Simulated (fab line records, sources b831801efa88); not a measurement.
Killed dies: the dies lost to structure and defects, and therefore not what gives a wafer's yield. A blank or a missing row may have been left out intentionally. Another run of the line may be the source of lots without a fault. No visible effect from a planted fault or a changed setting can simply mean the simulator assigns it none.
Matching of chambers    flow gf180mcu    GF_CONTACT_ETCH_16 on rie diel-02: 4 sister chambers
The step etches BARC in N2/H2. 24 wafers are shown with their chamber, then 12 later ones without.

== WAFERS, EACH WITH ITS CHAMBER ==
wafer   chamber  oes product au (a.u.)  n2 flow sccm (sccm)  throttle valve pct (%)
L074.1  0        0.857                  100.2                13.221
L074.2  3        0.862                  99.5                 13.230
L074.3  1        0.851                  100.1                13.220
L075.1  3        0.857                  100.4                13.229
L075.2  0        0.860                  100.3                13.217
L075.5  3        0.861                  100.1                13.234
L080.1  0        0.857                  99.3                 13.226
L080.3  1        0.854                  100.1                13.235
L080.4  3        0.852                  100.6                13.226
L081.1  3        0.858                  99.7                 13.248
L081.2  1        0.852                  100.0                13.237
L081.3  0        0.860                  99.9                 13.221
L083.2  2        0.857                  99.6                 13.229
L083.3  3        0.850                  99.9                 13.220
L083.5  3        0.855                  100.0                13.228
L084.2  3        0.857                  100.2                13.224
L084.3  0        0.862                  99.9                 13.234
L084.5  0        0.861                  100.3                13.234
L087.1  1        0.862                  100.2                13.211
L087.2  0        0.856                  99.8                 13.244
L087.3  3        0.844                  100.4                13.229
L091.1  2        0.845                  99.8                 13.216
L091.2  3        0.850                  100.2                13.217
L091.4  2        0.850                  100.0                13.224

SIGNATURES, as means of the wafers listed above
reading             chamber 0  chamber 1  chamber 2  chamber 3  scatter within a chamber
oes product au      0.85900    0.85475    0.85067    0.85460    0.00479
n2 flow sccm        99.957     100.100    99.800     100.100    0.306
throttle valve pct  13.22814   13.22575   13.22300   13.22850   0.00934
Rule: a wafer's distance from a chamber is the root of the sum, over the readings, of the square of ((its reading less the chamber's mean) divided by the reading's scatter). If the next closest chamber is less than 2 further off than the closest, the wafer can't be placed; otherwise it belongs to the closest. The scatter: take each reading less its chamber's mean, square it, sum over the shown wafers, divide by the number of wafers less the number of chambers, and take the root.

== WAFERS MISSING THEIR CHAMBER ==
wafer   oes product au (a.u.)  n2 flow sccm (sccm)  throttle valve pct (%)
L092.1  0.856                  99.3                 13.218
L092.2  0.856                  99.4                 13.239
L092.4  0.852                  99.5                 13.225
L093.1  0.857                  99.9                 13.218
L093.2  0.858                  100.0                13.217
L093.5  0.863                  99.9                 13.210
L095.2  0.856                  100.1                13.218
L095.4  0.858                  100.1                13.224
L095.6  0.853                  99.7                 13.222
L097.2  0.852                  100.3                13.238
L097.3  0.859                  100.0                13.232
L097.6  0.853                  99.8                 13.223

== WHICH CHAMBER EACH WENT THROUGH ==
wafer   from the rows above                in truth
L092.1  can't be placed: 2 or 0 or 1 or 3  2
L092.2  can't be placed: 0 or 2 or 3 or 1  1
L092.4  can't be placed: 2 or 1 or 3 or 0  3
L093.1  can't be placed: 1 or 0 or 3 or 2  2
L093.2  can't be placed: 1 or 0 or 3 or 2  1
L093.5  can't be placed: 0 or 1 or 3 or 2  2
L095.2  can't be placed: 1 or 3 or 0 or 2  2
L095.4  can't be placed: 0 or 1 or 3 or 2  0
L095.6  can't be placed: 2 or 1 or 3 or 0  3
L097.2  can't be placed: 3 or 1 or 0 or 2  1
L097.3  can't be placed: 0 or 3 or 1 or 2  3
L097.6  can't be placed: 2 or 1 or 3 or 0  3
0 of 12 placed correctly. Not placeable from these rows: 12 (in 12, the candidates include the true chamber). Placed wrongly: 0.
